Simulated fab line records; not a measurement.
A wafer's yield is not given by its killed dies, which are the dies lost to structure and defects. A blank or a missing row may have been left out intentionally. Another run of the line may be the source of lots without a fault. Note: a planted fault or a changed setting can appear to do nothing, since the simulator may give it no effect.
Which tool was responsible? -- flow sky130 -- 13 lots, 39 wafers sampled, at 2 steps of a route of 708

== WHAT EACH GAUGE READ, for each wafer ==
SKY_SD_N_OVL_MEAS_08. Usual: for SD_N_OVL the level is 0.5 nm and the standard deviation is 1.4.
lot,measured,on,SD_N_OVL (nm),flag
L538,day 28 04:02,overlay-01,3.6 2.7 2.4,
L540,day 29 03:52,overlay-01,-0.7 2.0 1.3,
L541,day 29 11:56,overlay-02,-0.3 0.3 -1.0,
L542,day 29 12:13,overlay-01,-0.4 -0.5 0.4,
L543,day 30 07:32,overlay-02,-0.5 -0.8 0.1,
L544,day 30 09:26,overlay-01,2.3 -0.9 4.0,
L548,day 31 11:56,overlay-01,2.3 0.7 1.8,
L549,day 31 21:05,overlay-01,-0.4 0.9 -2.1,
L551,day 32 09:28,overlay-01,-0.2 0.0 0.9,
L556,day 33 22:29,overlay-01,0.3 2.2 2.3,
L558,day 34 16:04,overlay-01,-1.5 -1.0 1.1,
L560,day 35 06:44,overlay-02,1.8 1.5 1.8,
L561,day 35 14:37,overlay-02,-1.0 -2.7 -1.8,

== EACH LOT AND THE TOOL THAT RAN IT (in order: tool; ch and the chambers of the sampled wafers; start) ==
lot,SKY_LDD_N_IMPLANT_15
L538,"implanter-02 ch 0, day 17 21:38"
L540,"implanter-04 ch 0, day 19 02:17"
L541,"implanter-03 ch 0, day 19 05:34"
L542,"implanter-04 ch 0, day 19 09:44"
L543,"implanter-02 ch 0, day 20 09:36"
L544,"implanter-03 ch 0, day 20 10:34"
L548,"implanter-02 ch 0, day 21 17:10"
L549,"implanter-02 ch 0, day 22 01:08"
L551,"implanter-02 ch 0, day 22 14:31"
L556,"implanter-02 ch 0, day 24 08:22"
L558,"implanter-02 ch 0, day 25 01:29"
L560,"implanter-04 ch 0, day 25 23:16"
L561,"implanter-03 ch 0, day 26 05:43"
- SKY_LDD_N_IMPLANT_15

== WHAT THE TOOLS THEMSELVES READ (means of the sampled wafers that have a number; where no wafer has one, the mark that the record gives instead) ==
SKY_LDD_N_IMPLANT_15. Usual: doseIonsCm2 5e+12, standard deviation 5e+09; faradayCurrentUA 28.2, standard deviation 0.58; rotationDeg 270.00 degrees, standard deviation 0.041.
lot,tool,doseIonsCm2,faradayCurrentUA,rotationDeg (degrees),flag
L538,implanter-02,5e+12,28.2,270.04,
L540,implanter-04,5e+12,27.8,270.01,
L541,implanter-03,5e+12,28.2,269.98,
L542,implanter-04,5e+12,28.3,270.02,
L543,implanter-02,5e+12,27.7,270.00,
L544,implanter-03,5e+12,28.4,270.03,
L548,implanter-02,5e+12,28.5,270.01,
L549,implanter-02,5e+12,28.7,269.99,
L551,implanter-02,5e+12,27.7,270.04,
L556,implanter-02,4e+12,20.3,269.99,OFF
L558,implanter-02,4e+12,20.1,269.99,OFF
L560,implanter-04,5e+12,27.8,270.00,
L561,implanter-03,5e+12,28.0,269.98,

== THE ANSWER, worked out from the rows above alone ==
Rule: a lot is off if the mean of its wafers that have a number lies more than 3 standard deviations from the usual mean. A lot without any number at a reading at which 4 lots or more have one is off too. Any other lot the step has rows for is counted as sound. Order of review: gauges by route order, followed by the tools' own readings, for which a lot's mean as printed above is used. At the first step where some lot is off, the reading lying furthest off is the one used; lots without a number count as furthest.
Off: L556, L558 (SKY_LDD_N_IMPLANT_15, doseIonsCm2).
If a tool, at that step or one of the process steps before it, ran each lot that is off and ran no sound lot following the first of them, it fits. One candidate fits, namely implanter-02 at SKY_LDD_N_IMPLANT_15. Its last sound lot is L551 (day 22 14:31), its first lot that is off L556 (day 24 08:22): a fault that began between those two fits.
The tool's own readings at SKY_LDD_N_IMPLANT_15 bear it out: on the lots that are off they differ by more than 5 times the standard deviation of the sound lots' means. doseIonsCm2 reads 4e+12 there against 5e+12 on the sound lots; faradayCurrentUA reads 20.2 there against 28.1 on the sound lots.

== WHAT THE SIMULATOR PUT IN ==
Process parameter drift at SKY_LDD_N_IMPLANT_15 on implanter-02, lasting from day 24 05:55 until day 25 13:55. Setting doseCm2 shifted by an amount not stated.
Lots struck among those shown: L556, L558. The rule above reached the same finding.
